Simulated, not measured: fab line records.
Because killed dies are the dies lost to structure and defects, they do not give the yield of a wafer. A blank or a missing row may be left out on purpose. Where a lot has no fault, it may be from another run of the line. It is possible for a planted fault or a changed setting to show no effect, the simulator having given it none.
Which tool was responsible?	flow sky130	72 wafers sampled from 24 lots at 1 step of a route of 708

## WHAT EACH GAUGE READ, for each wafer
SKY_FIELD_ISO_CD_MEAS_13: target cd 150 nm. Usual: cd_nm reads 149.7 nm (standard deviation 1.5).
lot	measured	on	cd_nm (nm)	flag
L074	day 2 04:43	cd_sem-01	149.6 149.5 150.4	
L075	day 2 14:32	cd_sem-01	149.4 149.1 151.0	
L076	day 2 15:20	cd_sem-01	150.7 150.3 150.2	
L077	day 2 22:23	cd_sem-02	148.3 149.1 146.6	
L078	day 3 00:11	cd_sem-01	149.6 149.8 151.1	
L079	day 3 04:52	cd_sem-02	151.4 150.5 150.5	
L080	day 3 13:08	cd_sem-01	150.4 151.2 150.0	
L081	day 3 18:13	cd_sem-02	153.5 152.8 151.3	
L082	day 3 22:26	cd_sem-01	151.2 151.1 149.7	
L083	day 4 03:26	cd_sem-01	149.2 148.6 148.5	
L084	day 4 10:35	cd_sem-02	148.1 146.8 145.9	
L085	day 4 14:48	cd_sem-02	148.3 148.8 149.0	
L086	day 4 19:17	cd_sem-01	151.5 148.8 150.3	
L087	day 5 00:02	cd_sem-02	149.1 148.4 149.8	
L088	day 5 05:17	cd_sem-02	149.3 148.5 149.9	
L089	day 5 11:50	cd_sem-01	149.2 148.7 150.7	
L090	day 5 16:11	cd_sem-02	150.4 150.7 152.1	
L091	day 5 20:27	cd_sem-02	146.0 146.8 148.9	
L092	day 6 01:59	cd_sem-01	149.9 148.5 148.8	
L093	day 6 08:29	cd_sem-02	147.7 148.2 149.7	
L094	day 6 13:23	cd_sem-02	150.6 150.1 149.5	
L095	day 7 00:41	cd_sem-02	151.0 147.2 151.0	
L096	day 7 01:44	cd_sem-01	148.7 146.9 149.2	
L097	day 7 11:07	cd_sem-02	153.0 150.6 151.6	

## TOOL THAT RAN EACH LOT (tool first, then ch and the chambers of the sampled wafers, then the start)
The record holds no process step before these readings.

## WHAT THE TOOLS THEMSELVES READ (means of the sampled wafers that have a number; where no wafer has one, the mark that the record gives instead)
The record holds no such reading with a usual standard deviation.

## THE ANSWER, worked out from the rows above alone
Rule: lot off if the mean of its wafers having a number is beyond 3 standard deviations from the usual mean. A lot without any number at a reading at which 4 lots or more have one is off too. Where the step has rows for the other lots, those lots are counted as sound. The gauges are gone through in route order, then the tools' own readings, and for those a lot's mean is taken as printed above. At the first step where some lot is off, the reading lying furthest off is the one used; lots without a number count as furthest.
Across all readings shown, no lot is off: no conclusion can be drawn from this.

## WHAT WAS PUT IN BY THE SIMULATOR
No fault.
